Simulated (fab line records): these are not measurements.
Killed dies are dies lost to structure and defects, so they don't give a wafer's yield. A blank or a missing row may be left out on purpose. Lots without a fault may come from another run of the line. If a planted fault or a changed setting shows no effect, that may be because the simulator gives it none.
fab line records	flow sky130
[record] lots = 13	wafers = 37	lastDay = 52
route steps=708 shown FIELD_ISO@16 DNWELL@43 NWELL@79 PAD_OPEN@708
lots that met no fault: taken from a fault-free run of the same line
startH: hours from the record's opening day to when the first of the lot's shown wafers began	waitH: hours since the lot's step before	" identical to the entry in the row above	L1.1+2: a single row standing in for several wafers	- no value, or no start was given	* or withheld: withheld	< > ~ a bound
route shown NAME@n: a module of which the file shows steps, and the number in the route of the first	usual: the fault-free wafers' mean and standard deviation	same: alike in all rows	chamber/n: place in a boat	sites: readings site by site	_std_site: how widely they spread, as a standard deviation	_edge_site: inner sites' mean taken away from outer sites' mean	radiusMm: how far each site lies from the wafer's centre	mask NAME#n: copy n	behind: the last tool/chamber to shape the wafer	hold: the reason the lot was held/the length of the hold in hours/how it ended	device: which transistor (n, p or np) failed to switch	end of line: at the end of the route, the tests of the same wafers	a step with no rows: only its recipe	killed: count of dies lost to structure and defects at first sort (not the wafer's yield)	map: a wafer's dies, x killed, . not, _ none there
set.NAME: the run value of the setting; set.NAME@STEP: its run value at that earlier step	model.NAME: the simulator's own value behind a step, which no gauge read
one table for each step of the route and one row for each wafer, over a sample of lots
services: a tool's chamber out of use, with start hour (startH, from the record's first day; less than 0 if before it), hours out, and reason
[[steps]]
[step SKY_FIELD_ISO_ETCH_15]
[recipe] chemistry = CHF3/O2	targetDepthNm = 180	stopOn = Si	sourceW = 600	biasW = 200	pressureMtorr = 40	chf3FlowSccm = 50	O2_flow_sccm = 5	timeS = 72
[usual] drypumpMotorCurrentA = 5.4/0.51	oesProductAu = 0.943/0.0072	throttleValvePct = 8.844/0.0085
[same] timeS = 72
lot.wafer	tool	chamber	startH	waitH	drypumpMotorCurrentA	oesProductAu	rfHoursCounterH	throttleValvePct
L405.1	rieDiel-03	1	36.14	0.0	6.5	0.932	120	8.849
L405.4	"	0	"	"	5.3	0.950	13	8.846
L405.5	"	3	"	"	6.3	0.941	-	8.847
L407.2	rieDiel-03	3	46.15	0.0	6.3	0.944	4	8.841
L407.3	"	1	"	"	6.5	0.938	120	8.846
L407.6	"	2	"	"	4.9	0.946	-	8.839
L408.2	rieDiel-03	2	49.74	0.0	4.9	0.922	68	8.841
L408.4	"	1	"	"	6.5	0.938	120	8.841
L408.6	"	1	"	"	6.5	0.943	-	8.845
L409.1	rieDiel-03	1	55.48	0.0	6.4	0.941	120	8.841
L409.2	"	2	"	"	4.9	0.936	69	8.845
L409.3	"	3	"	"	6.3	0.940	4	8.844
L412.1	rieDiel-03	3	70.50	0.0	6.3	0.941	5	8.845
L412.4	"	2	"	"	4.9	0.742	69	8.797
L413.2	rieDiel-01	3	75.68	0.0	5.0	0.944	100	8.835
L413.4	"	2	"	"	5.5	0.959	157	8.834
L413.6	"	1	"	"	5.8	0.947	-	8.848
L416.2	rieDiel-03	2	91.53	0.0	4.9	0.742	70	8.802
L416.4	"	3	"	"	6.3	0.734	5	8.776
L420.1	rieDiel-01	2	162.50	0.0	5.5	0.949	0	8.852
L420.3	"	3	"	"	5.0	0.949	101	8.846
L420.4	"	1	"	"	5.8	0.960	6	8.837
L422.1	rieDiel-01	0	164.42	0.0	5.2	0.945	111	8.856
L422.2	"	3	"	"	5.0	0.952	101	8.857
L422.4	"	1	"	"	5.8	0.944	6	8.822
L423.1	rieDiel-02	2	164.90	0.0	4.8	0.943	122	8.838
L423.3	"	0	"	"	5.1	0.939	2	8.847
L423.5	"	2	"	"	4.8	0.952	-	8.843
L424.1	rieDiel-01	2	165.50	0.0	5.5	0.944	1	8.832
L424.3	"	1	"	"	5.8	0.938	6	8.837
L424.5	"	3	"	"	5.0	0.945	-	8.844
L425.4	rieDiel-02	1	165.98	0.0	5.3	0.936	3	8.838
L425.5	"	0	"	"	5.1	0.937	-	8.836
L425.6	"	1	"	"	5.3	0.949	-	8.847
L427.1	rieDiel-01	2	168.52	0.0	5.4	0.932	1	8.827
L427.3	"	1	"	"	5.8	0.942	7	8.835
L427.4	"	3	"	"	5.0	0.938	102	8.840
[step SKY_FIELD_ISO_STRIP_16]
[recipe] chemistry = O2/N2	powerW = 1400	pressureMtorr = 1500	platenTempC = withheld	o2FlowSccm = 3000	n2FlowSccm = 300	overashFraction = 0.5
[usual] drypumpMotorCurrentA = 5.81/0.058	oesProductAu = 0.378/0.0051	stripTimeToEndpointS = 3.54/0.054
lot.wafer	tool	chamber	startH	waitH	drypumpMotorCurrentA	oesProductAu	rfHoursCounterH	stripTimeToEndpointS
L405.1	plasmaAsher-01	0	36.20	0.0	5.93	0.380	35	3.49
L405.4	"	0	"	"	5.90	0.372	-	3.57
L405.5	"	0	"	"	5.93	0.371	-	3.66
L407.2	plasmaAsher-04	1	46.20	0.0	5.85	0.376	37	3.61
L407.3	"	1	"	"	5.77	0.373	-	3.47
L407.6	"	1	"	"	5.75	0.384	-	3.51
L408.2	plasmaAsher-04	0	49.80	0.0	5.80	0.368	37	3.52
L408.4	"	1	"	"	5.84	0.368	-	3.47
L408.6	"	0	"	"	5.81	0.366	-	3.49
L409.1	plasmaAsher-01	0	55.54	0.0	5.91	0.372	37	3.50
L409.2	"	1	"	"	5.72	0.373	37	3.54
L409.3	"	0	"	"	5.92	0.380	-	3.64
L412.1	plasmaAsher-04	1	70.55	0.0	5.84	0.389	39	3.65
L412.4	"	0	"	"	5.81	0.413	-	4.23
L413.2	plasmaAsher-04	0	75.74	0.0	5.80	0.379	39	3.54
L413.4	"	0	"	"	5.80	0.376	-	3.46
L413.6	"	1	"	"	5.82	0.373	-	3.49
L416.2	plasmaAsher-01	1	91.59	0.0	5.76	0.398	41	4.26
L416.4	"	1	"	"	5.75	0.412	-	4.27
L420.1	plasmaAsher-01	1	162.56	0.0	5.76	0.374	44	3.59
L420.3	"	1	"	"	5.76	0.373	-	3.52
L420.4	"	0	"	"	5.93	0.374	-	3.48
L422.1	plasmaAsher-02	1	164.48	0.0	5.76	0.376	46	3.56
L422.2	"	0	"	"	5.81	0.374	46	3.51
L422.4	"	1	"	"	5.75	0.374	-	3.48
L423.1	plasmaAsher-01	1	164.96	0.0	5.74	0.378	45	3.67
L423.3	"	0	"	"	5.90	0.379	-	3.58
L423.5	"	0	"	"	5.92	0.385	-	3.68
L424.1	plasmaAsher-02	0	165.56	0.0	5.79	0.380	46	3.53
L424.3	"	1	"	"	5.79	0.382	-	3.52
L424.5	"	1	"	"	5.81	0.370	-	3.52
L425.4	plasmaAsher-02	1	166.07	0.1	5.75	0.375	-	3.46
L425.5	"	1	"	"	5.75	0.377	-	3.52
L425.6	"	0	"	"	5.80	0.381	-	3.47
L427.1	plasmaAsher-01	1	168.58	0.0	5.75	0.380	46	3.52
L427.3	"	0	"	"	5.92	0.370	-	3.48
L427.4	"	1	"	"	5.73	0.383	-	3.54
[step SKY_DNWELL_STRIP_08]
[recipe] chemistry = O2/N2	powerW = 1400	pressureMtorr = 1500	platenTempC = withheld	o2FlowSccm = 3000	n2FlowSccm = 300	overashFraction = 0.5
[usual] drypumpMotorCurrentA = 5.60/0.28	oesProductAu = 0.722/0.0045	stripTimeToEndpointS = 36.92/0.11
lot.wafer	tool	chamber	startH	waitH	drypumpMotorCurrentA	oesProductAu	rfHoursCounterH	stripTimeToEndpointS
L405.1	plasmaAsher-02	1	60.58	0.1	5.75	0.721	39	37.00
L405.4	"	1	"	"	5.77	0.718	-	37.04
L405.5	"	1	"	"	5.77	0.723	-	37.11
L407.2	plasmaAsher-02	0	72.09	0.1	5.82	0.725	40	36.97
L407.3	"	0	"	"	5.83	0.723	-	36.93
L407.6	"	0	"	"	5.82	0.724	-	37.10
L408.2	plasmaAsher-01	0	76.34	0.1	5.93	0.728	39	36.74
L408.4	"	0	"	"	5.92	0.717	-	36.74
L408.6	"	0	"	"	5.93	0.719	-	36.83
L409.1	plasmaAsher-03	0	80.28	0.1	5.44	0.720	25	36.85
L409.2	"	1	"	"	5.13	0.719	25	36.91
L409.3	"	1	"	"	5.12	0.718	-	36.80
L412.1	plasmaAsher-03	1	94.44	0.1	5.14	0.716	26	37.09
L413.2	plasmaAsher-01	0	100.14	0.1	5.94	0.718	42	37.04
L413.4	"	1	"	"	5.77	0.726	-	36.93
L413.6	"	0	"	"	5.93	0.716	-	36.91
L423.1	plasmaAsher-02	0	195.60	0.1	5.83	0.721	50	37.08
L423.3	"	1	"	"	5.76	0.721	-	37.13
L423.5	"	1	"	"	5.74	0.727	-	37.05
L422.1	plasmaAsher-02	1	197.02	0.1	5.77	0.720	50	36.99
L422.2	"	0	"	"	5.77	0.723	50	36.94
L422.4	"	1	"	"	5.78	0.721	-	37.08
L424.1	plasmaAsher-03	1	197.15	0.1	5.14	0.713	34	36.90
L424.3	"	0	"	"	5.47	0.725	-	36.89
L424.5	"	0	"	"	5.46	0.725	-	36.78
L420.1	plasmaAsher-03	0	197.35	0.1	5.45	0.724	34	36.83
L420.3	"	0	"	"	5.45	0.713	-	36.76
L420.4	"	1	"	"	5.13	0.722	-	36.84
L425.4	plasmaAsher-02	0	197.53	0.1	5.77	0.728	-	36.92
L425.5	"	1	"	"	5.79	0.720	-	36.86
L425.6	"	0	"	"	5.77	0.721	-	36.90
L427.1	plasmaAsher-02	0	199.40	0.1	5.79	0.717	50	36.81
L427.3	"	1	"	"	5.76	0.716	-	36.86
L427.4	"	0	"	"	5.81	0.722	-	36.90
[step SKY_NWELL_TW_MEAS_26]
[usual] NWELL_2_TW = 494/5
lot.wafer	tool	chamber	startH	waitH	NWELL_2_TW
L405.1	filmMetro-01	-	111.65	0.1	494
L405.4	"	-	"	"	491
L405.5	"	-	"	"	495
L407.2	filmMetro-02	-	121.01	0.1	500
L407.3	"	-	"	"	501
L407.6	"	-	"	"	502
L408.2	filmMetro-03	-	123.29	0.1	493
L408.4	"	-	"	"	491
L408.6	"	-	"	"	494
L409.1	filmMetro-03	-	125.48	0.1	491
L409.2	"	-	"	"	492
L409.3	"	-	"	"	490
L412.1	filmMetro-03	-	130.68	0.1	493
L413.2	filmMetro-02	-	132.47	0.1	502
L413.4	"	-	"	"	498
L413.6	"	-	"	"	501
L423.1	filmMetro-03	-	265.63	0.1	495
L423.3	"	-	"	"	491
L423.5	"	-	"	"	497
L422.1	filmMetro-01	-	267.73	0.1	489
L422.2	"	-	"	"	490
L422.4	"	-	"	"	488
L424.1	filmMetro-03	-	267.93	0.1	489
L424.3	"	-	"	"	490
L424.5	"	-	"	"	492
L420.1	filmMetro-03	-	268.88	0.1	490
L420.3	"	-	"	"	492
L420.4	"	-	"	"	493
L425.4	filmMetro-02	-	268.93	0.1	507
L425.5	"	-	"	"	504
L425.6	"	-	"	"	505
L427.1	filmMetro-03	-	271.53	0.1	493
L427.3	"	-	"	"	495
L427.4	"	-	"	"	492
[step SKY_PAD_OPEN_PROBE_99]
[usual] killed_at_M0_to_M3 = 45/6.3	killed_at_M4_up = 2.8/1.6	killedAtContacts = 24/5.1	killedAtFrontEnd = 14/4.4	killedAtOther = 0.4/0.73	killedDies = 86/9	killedOnRim = 17/3.8	killedOpen = 47/7.8	killedShort = 39/6.6
[same] grossDies = 492	killedAtBackSide = 0
lot.wafer	tool	chamber	startH	waitH	killed_at_M0_to_M3	killed_at_M4_up	killedAtContacts	killedAtFrontEnd	killedAtOther	killedDies	killedOnRim	killedOpen	killedShort
L405.1	prober-02	-	1124.33	0.1	35	6	31	13	0	85	22	49	36
L405.4	prober-02	-	1124.48	0.2	41	3	25	18	0	87	19	51	36
L405.5	prober-02	-	1124.53	0.2	51	6	27	22	0	106	20	56	49
L407.2	prober-01	-	1135.00	0.1	67	4	23	15	0	109	27	52	57
L407.3	prober-01	-	1135.05	0.2	48	4	15	6	0	73	14	26	47
L407.6	prober-01	-	1135.20	0.2	46	3	22	13	0	84	18	50	33
L408.2	prober-02	-	1135.87	0.1	47	1	26	11	1	86	24	48	37
L408.4	prober-02	-	1135.97	0.2	39	3	26	14	0	82	21	33	49
L408.6	prober-02	-	1136.07	0.2	46	3	31	11	0	91	23	54	37
L409.1	prober-02	-	1138.10	0.1	47	3	25	15	0	90	17	45	45
L409.2	prober-02	-	1138.15	0.1	48	4	25	17	0	94	22	43	51
L409.3	prober-02	-	1138.20	0.2	56	1	24	7	0	88	10	49	39
L412.1	prober-02	-	1139.60	0.1	40	6	20	22	0	88	17	43	45
L412.4	prober-02	-	1139.75	0.2	48	1	27	416	0	492	96	53	40
L413.2	prober-01	-	1139.65	0.1	45	2	24	8	0	79	16	45	34
L413.4	prober-01	-	1139.75	0.2	47	4	24	15	0	90	13	43	45
L413.6	prober-01	-	1139.85	0.2	51	3	26	11	0	91	25	50	40
L416.2	prober-01	-	1147.59	0.1	39	5	18	430	0	492	96	40	46
L416.4	prober-01	-	1147.69	0.2	52	1	15	423	1	492	96	40	45
L422.1	prober-01	-	1237.43	0.1	36	8	25	22	0	91	13	50	41
L422.2	prober-01	-	1237.48	0.1	44	4	30	12	1	91	22	59	32
L422.4	prober-01	-	1237.58	0.2	42	3	30	13	0	88	17	43	45
L424.1	prober-01	-	1239.93	0.1	43	1	31	14	0	89	19	58	31
L424.3	prober-01	-	1240.03	0.2	43	2	18	14	0	77	13	44	33
L424.5	prober-01	-	1240.13	0.2	50	4	40	13	0	107	20	68	39
L420.1	prober-02	-	1241.16	0.1	42	2	25	17	0	86	15	47	39
L420.3	prober-02	-	1241.26	0.2	55	2	14	11	0	82	22	47	35
L420.4	prober-02	-	1241.31	0.2	41	2	29	15	1	88	29	38	50
L425.4	prober-01	-	1241.58	0.2	44	1	26	12	0	83	16	50	33
L425.5	prober-01	-	1241.63	0.2	43	5	20	15	0	83	13	40	43
L425.6	prober-01	-	1241.68	0.2	40	2	22	14	0	78	15	40	38
L427.1	prober-01	-	1242.66	0.1	51	0	26	19	0	96	20	45	51
L427.3	prober-01	-	1242.76	0.2	51	3	16	21	0	91	17	43	47
L427.4	prober-01	-	1242.81	0.2	47	6	24	14	0	91	20	48	43
L423.1	prober-02	-	1244.21	0.1	47	4	20	13	0	84	22	44	39
L423.3	prober-02	-	1244.31	0.2	49	4	29	9	2	93	16	55	38
L423.5	prober-02	-	1244.41	0.2	42	1	27	16	1	87	14	49	37
// killed by level:class
L405.1 VIA1:geometricParticle:open=12 CONTACT:geometricParticle:short=8 LI_CONTACT:geometricParticle:open=8 VIA2:geometricParticle:open=8 CONTACT:geometricParticle:open=6 POLY_GATE:geometricParticle:short=4 LOCAL_INTERCONNECT:geometricParticle:short=4 METAL2:geometricParticle:short=4
L405.4 VIA1:geometricParticle:open=11 LI_CONTACT:geometricParticle:open=7 CONTACT:geometricParticle:open=7 VIA1:geometricParticle:short=7 POLY_GATE:geometricParticle:short=6 VIA2:geometricParticle:open=6 LOCAL_INTERCONNECT:geometricParticle:short=5 FIELD_ISO:geometricParticle:open=4
L405.5 VIA3:geometricParticle:open=11 LI_CONTACT:geometricParticle:open=10 FIELD_ISO:geometricParticle:short=9 CONTACT:geometricParticle:open=7 VIA1:geometricParticle:open=7 VIA1:geometricParticle:short=6 METAL1:geometricParticle:short=6 VIA2:geometricParticle:open=6
L407.2 VIA1:geometricParticle:open=15 METAL1:geometricParticle:short=10 METAL2:geometricParticle:short=9 LI_CONTACT:geometricParticle:open=9 VIA2:geometricParticle:open=8 CONTACT:geometricParticle:open=7 VIA1:geometricParticle:short=7 VIA3:geometricParticle:short=6
L407.3 VIA1:geometricParticle:short=7 METAL2:geometricParticle:short=7 VIA2:geometricParticle:open=7 CONTACT:geometricParticle:short=6 VIA3:geometricParticle:open=6 VIA2:geometricParticle:short=5 METAL3:geometricParticle:short=4 LOCAL_INTERCONNECT:geometricParticle:short=4
L407.6 VIA1:geometricParticle:open=13 VIA3:geometricParticle:open=11 CONTACT:geometricParticle:open=11 CONTACT:geometricParticle:short=5 METAL1:geometricParticle:short=5 FIELD_ISO:geometricParticle:short=4 LI_CONTACT:geometricParticle:open=4 VIA1:geometricParticle:short=3
L408.2 VIA1:geometricParticle:open=13 VIA3:geometricParticle:open=8 CONTACT:geometricParticle:open=8 LOCAL_INTERCONNECT:geometricParticle:short=5 CONTACT:geometricParticle:short=5 METAL2:geometricParticle:short=5 VIA3:geometricParticle:short=5 LI_CONTACT:geometricParticle:short=4
L408.4 VIA2:geometricParticle:open=8 CONTACT:geometricParticle:short=8 LOCAL_INTERCONNECT:geometricParticle:short=7 METAL1:geometricParticle:short=7 VIA3:geometricParticle:open=7 FIELD_ISO:geometricParticle:short=5 LI_CONTACT:geometricParticle:short=5 VIA1:geometricParticle:short=5
L408.6 CONTACT:geometricParticle:open=13 LI_CONTACT:geometricParticle:open=11 VIA1:geometricParticle:open=9 METAL3:geometricParticle:short=7 METAL2:geometricParticle:short=6 VIA3:geometricParticle:open=6 POLY_GATE:geometricParticle:short=5 VIA1:geometricParticle:short=5
L409.1 VIA1:geometricParticle:open=11 METAL1:geometricParticle:short=9 CONTACT:geometricParticle:open=8 LOCAL_INTERCONNECT:geometricParticle:short=7 METAL2:geometricParticle:short=7 VIA3:geometricParticle:open=6 LI_CONTACT:geometricParticle:open=6 FIELD_ISO:geometricParticle:short=5
L409.2 VIA3:geometricParticle:open=11 METAL1:geometricParticle:short=9 LOCAL_INTERCONNECT:geometricParticle:short=7 VIA3:geometricParticle:short=7 LI_CONTACT:geometricParticle:open=6 CONTACT:geometricParticle:open=6 VIA2:geometricParticle:short=6 CONTACT:geometricParticle:short=5
L409.3 VIA1:geometricParticle:open=16 CONTACT:geometricParticle:open=9 METAL1:geometricParticle:short=7 VIA2:geometricParticle:open=6 VIA1:geometricParticle:short=6 VIA3:geometricParticle:short=6 METAL2:geometricParticle:short=5 CONTACT:geometricParticle:short=4
L412.1 VIA1:geometricParticle:open=9 FIELD_ISO:geometricParticle:short=7 LI_CONTACT:geometricParticle:open=7 METAL1:geometricParticle:short=7 CONTACT:geometricParticle:open=6 METAL2:geometricParticle:short=5 VIA2:geometricParticle:short=5 VIA2:geometricParticle:open=4
L413.2 VIA1:geometricParticle:open=11 LI_CONTACT:geometricParticle:open=7 VIA2:geometricParticle:open=7 METAL1:geometricParticle:short=7 CONTACT:geometricParticle:open=6 LOCAL_INTERCONNECT:geometricParticle:short=5 VIA3:geometricParticle:open=5 CONTACT:geometricParticle:short=4
L412.4 FIELD_ISO:areaEtch=399 VIA2:geometricParticle:open=12 VIA1:geometricParticle:open=12 CONTACT:geometricParticle:open=7 FIELD_ISO:geometricParticle:short=5 FIELD_ISO:geometricParticle:open=5 CONTACT:geometricParticle:short=5 LI_CONTACT:geometricParticle:short=5
L413.4 VIA2:geometricParticle:open=12 METAL1:geometricParticle:short=9 LOCAL_INTERCONNECT:geometricParticle:short=7 VIA3:geometricParticle:open=7 CONTACT:geometricParticle:open=6 METAL2:geometricParticle:short=6 LI_CONTACT:geometricParticle:open=5 FIELD_ISO:geometricParticle:open=4
L413.6 VIA2:geometricParticle:open=11 CONTACT:geometricParticle:open=8 VIA1:geometricParticle:open=8 LI_CONTACT:geometricParticle:open=6 VIA3:geometricParticle:short=6 VIA3:geometricParticle:open=6 POLY_GATE:geometricParticle:short=5 LOCAL_INTERCONNECT:geometricParticle:short=5
L416.2 FIELD_ISO:areaEtch=406 VIA1:geometricParticle:open=11 FIELD_ISO:geometricParticle:open=6 VIA2:geometricParticle:open=6 POLY_GATE:geometricParticle:short=6 METAL1:geometricParticle:short=6 LOCAL_INTERCONNECT:geometricParticle:short=5 CONTACT:geometricParticle:open=5
L416.4 FIELD_ISO:areaEtch=407 VIA1:geometricParticle:open=11 VIA2:geometricParticle:open=8 METAL3:geometricParticle:short=6 FIELD_ISO:geometricParticle:short=5 METAL1:geometricParticle:short=5 VIA2:geometricParticle:short=5 POLY_GATE:geometricParticle:open=5
L422.1 CONTACT:geometricParticle:open=8 VIA1:geometricParticle:open=8 VIA3:geometricParticle:open=6 METAL4:geometricParticle:short=6 FIELD_ISO:geometricParticle:open=5 SPACER:geometricParticle:open=5 CONTACT:geometricParticle:short=5 FIELD_ISO:geometricParticle:short=4
L422.2 VIA1:geometricParticle:open=14 CONTACT:geometricParticle:open=13 VIA2:geometricParticle:open=9 LI_CONTACT:geometricParticle:open=7 VIA3:geometricParticle:open=7 VIA1:geometricParticle:short=6 CONTACT:geometricParticle:short=5 FIELD_ISO:geometricParticle:open=4
L422.4 CONTACT:geometricParticle:open=14 VIA1:geometricParticle:open=8 VIA2:geometricParticle:short=7 VIA3:geometricParticle:open=7 METAL2:geometricParticle:short=6 LI_CONTACT:geometricParticle:open=5 METAL1:geometricParticle:short=5 CONTACT:geometricParticle:short=4
L424.1 LI_CONTACT:geometricParticle:open=14 CONTACT:geometricParticle:open=11 VIA1:geometricParticle:open=11 VIA2:geometricParticle:open=10 VIA1:geometricParticle:short=7 SPACER:geometricParticle:short=4 POLY_GATE:geometricParticle:short=3 CONTACT:geometricParticle:short=3
L424.3 VIA1:geometricParticle:open=10 POLY_GATE:geometricParticle:short=7 VIA2:geometricParticle:open=7 LI_CONTACT:geometricParticle:open=7 CONTACT:geometricParticle:open=6 METAL1:geometricParticle:short=5 VIA1:geometricParticle:short=5 VIA3:geometricParticle:open=5
L424.5 CONTACT:geometricParticle:open=17 LI_CONTACT:geometricParticle:open=10 VIA1:geometricParticle:open=9 VIA2:geometricParticle:open=8 FIELD_ISO:geometricParticle:open=7 METAL2:geometricParticle:short=7 VIA1:geometricParticle:short=5 CONTACT:geometricParticle:short=5
L420.1 VIA2:geometricParticle:open=9 CONTACT:geometricParticle:open=8 METAL1:geometricParticle:short=7 LOCAL_INTERCONNECT:geometricParticle:short=6 LI_CONTACT:geometricParticle:open=6 VIA3:geometricParticle:open=6 VIA1:geometricParticle:short=5 SPACER:geometricParticle:open=4
L420.3 VIA3:geometricParticle:open=11 VIA1:geometricParticle:open=9 VIA2:geometricParticle:open=7 VIA1:geometricParticle:short=7 METAL2:geometricParticle:short=5 CONTACT:geometricParticle:open=5 LI_CONTACT:geometricParticle:open=4 METAL2:geometricParticle:open=4
L420.4 CONTACT:geometricParticle:open=12 VIA1:geometricParticle:open=11 METAL1:geometricParticle:short=7 CONTACT:geometricParticle:short=6 FIELD_ISO:geometricParticle:short=5 VIA1:geometricParticle:short=5 VIA3:geometricParticle:short=5 POLY_GATE:geometricParticle:short=4
L425.4 CONTACT:geometricParticle:open=12 VIA1:geometricParticle:open=9 VIA2:geometricParticle:open=9 FIELD_ISO:geometricParticle:open=6 LI_CONTACT:geometricParticle:open=6 METAL1:geometricParticle:short=5 METAL2:geometricParticle:short=5 VIA3:geometricParticle:open=4
L425.5 VIA1:geometricParticle:short=12 VIA1:geometricParticle:open=9 VIA3:geometricParticle:open=7 FIELD_ISO:geometricParticle:short=6 CONTACT:geometricParticle:open=6 LI_CONTACT:geometricParticle:short=4 LOCAL_INTERCONNECT:geometricParticle:short=4 FIELD_ISO:geometricParticle:open=3
L425.6 CONTACT:geometricParticle:open=12 CONTACT:geometricParticle:short=6 VIA3:geometricParticle:open=6 VIA1:geometricParticle:open=6 VIA2:geometricParticle:open=6 FIELD_ISO:geometricParticle:short=5 METAL3:geometricParticle:short=5 METAL2:geometricParticle:short=5
L427.1 VIA1:geometricParticle:open=9 VIA2:geometricParticle:open=9 LI_CONTACT:geometricParticle:open=8 LOCAL_INTERCONNECT:geometricParticle:short=8 VIA1:geometricParticle:short=8 FIELD_ISO:geometricParticle:short=6 POLY_GATE:geometricParticle:short=5 METAL2:geometricParticle:short=5
L427.3 VIA2:geometricParticle:open=10 VIA1:geometricParticle:open=9 VIA3:geometricParticle:short=7 LI_CONTACT:geometricParticle:open=6 METAL1:geometricParticle:short=6 FIELD_ISO:geometricParticle:short=5 VIA1:geometricParticle:short=5 METAL2:geometricParticle:short=5
L427.4 VIA1:geometricParticle:open=9 LI_CONTACT:geometricParticle:open=7 CONTACT:geometricParticle:open=7 METAL1:geometricParticle:short=6 CONTACT:geometricParticle:short=6 VIA1:geometricParticle:short=6 FIELD_ISO:geometricParticle:open=5 VIA2:geometricParticle:open=5
L423.1 VIA1:geometricParticle:open=15 VIA1:geometricParticle:short=8 CONTACT:geometricParticle:open=7 METAL2:geometricParticle:short=6 CONTACT:geometricParticle:short=5 VIA2:geometricParticle:open=5 FIELD_ISO:geometricParticle:short=3 POLY_GATE:geometricParticle:short=3
L423.3 LI_CONTACT:geometricParticle:open=12 VIA1:geometricParticle:open=11 CONTACT:geometricParticle:open=10 VIA2:geometricParticle:open=9 METAL1:geometricParticle:short=6 VIA3:geometricParticle:short=5 CONTACT:geometricParticle:short=5 FIELD_ISO:geometricParticle:short=4
L423.5 VIA1:geometricParticle:open=13 CONTACT:geometricParticle:open=9 LI_CONTACT:geometricParticle:short=6 LI_CONTACT:geometricParticle:open=6 VIA2:geometricParticle:open=6 FIELD_ISO:geometricParticle:short=5 POLY_GATE:geometricParticle:open=5 VIA1:geometricParticle:short=4
[[services]]
tool	chamber	startH	hours	kind
rieDiel-01	-	21.65	1.4	repair
plasmaAsher-03	-	22.33	18.5	repair
rieDiel-03	0	50.42	5.6	repair
plasmaAsher-03	-	53.27	1.5	repair
rieDiel-01	-	66.25	1.8	repair
rieDiel-02	0	77.46	12.1	repair
plasmaAsher-02	-	80.74	2.4	repair
plasmaAsher-03	-	86.93	3.9	repair
rieDiel-03	2	88.90	2.0	repair
plasmaAsher-02	-	91.27	1.2	repair
rieDiel-01	3	100.42	15.4	repair
plasmaAsher-04	-	108.75	9.0	pm
plasmaAsher-04	0	108.75	9.0	ventCycle
plasmaAsher-04	1	108.75	9.0	ventCycle
plasmaAsher-04	0	117.75	-	clean
rieDiel-02	1	123.87	5.0	repair
rieDiel-01	2	136.62	-	clean
rieDiel-01	2	136.62	19.9	scheduledDown
rieDiel-01	2	136.62	19.9	ventCycle
rieDiel-01	0	165.48	2.6	repair
rieDiel-03	2	183.68	7.7	repair
rieDiel-02	3	184.23	8.6	repair
plasmaAsher-02	-	184.67	1.7	repair
plasmaAsher-01	-	195.43	28.1	pm
[[key]]
[firstSign] step = SKY_FIELD_ISO_ETCH_15	reading = oesProductAu	direction = down	sigmas = 28	usual = 0.943	struck = 0.739
[effect] step = SKY_FIELD_ISO_ETCH_15	reading = throttleValvePct	direction = down	sigmas = 6.2	usual = 8.844	struck = 8.792
[effect] step = SKY_FIELD_ISO_STRIP_16	reading = stripTimeToEndpointS	direction = up	sigmas = 13	usual = *	struck = *
[effect] step = SKY_PAD_OPEN_PROBE_99	reading = killedAtFrontEnd	direction = up	sigmas = 94	usual = 14	struck = 423
[moreKillsBornAt] SKY_FIELD_ISO_ETCH_15@rieDiel-03 = 1212
metAt SKY_FIELD_ISO_ETCH_15
struckLots L412,L416
struckWafers L412.4,L416.2,L416.4
laterRowsLeftOut L412.4,L416.2,L416.4
testerLeftOut L412,L416
notActingAt SKY_DNWELL_STRIP_08,SKY_NWELL_TW_MEAS_26
onsetBetween 55.48 70.50
[fault] kind = processParameterDrift	tool = rieDiel-03	chamber = -	onsetH = 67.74	steps = SKY_FIELD_ISO_ETCH_15	channel = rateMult	offset = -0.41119	shape = step	endH = 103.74	scope = struckWafersOnly
// testerLeftOut: of these lots the tester's yield and bins aren't shown, on N5 and GAA mostly nor the transistor test; their killed dies are dies lost to structure and defects alone, not to doping, threshold or leakage, so they don't give the yield
// laterRowsLeftOut: the simulator's readings of these wafers behind a module that went badly wrong aren't trusted and aren't shown, but for the sort
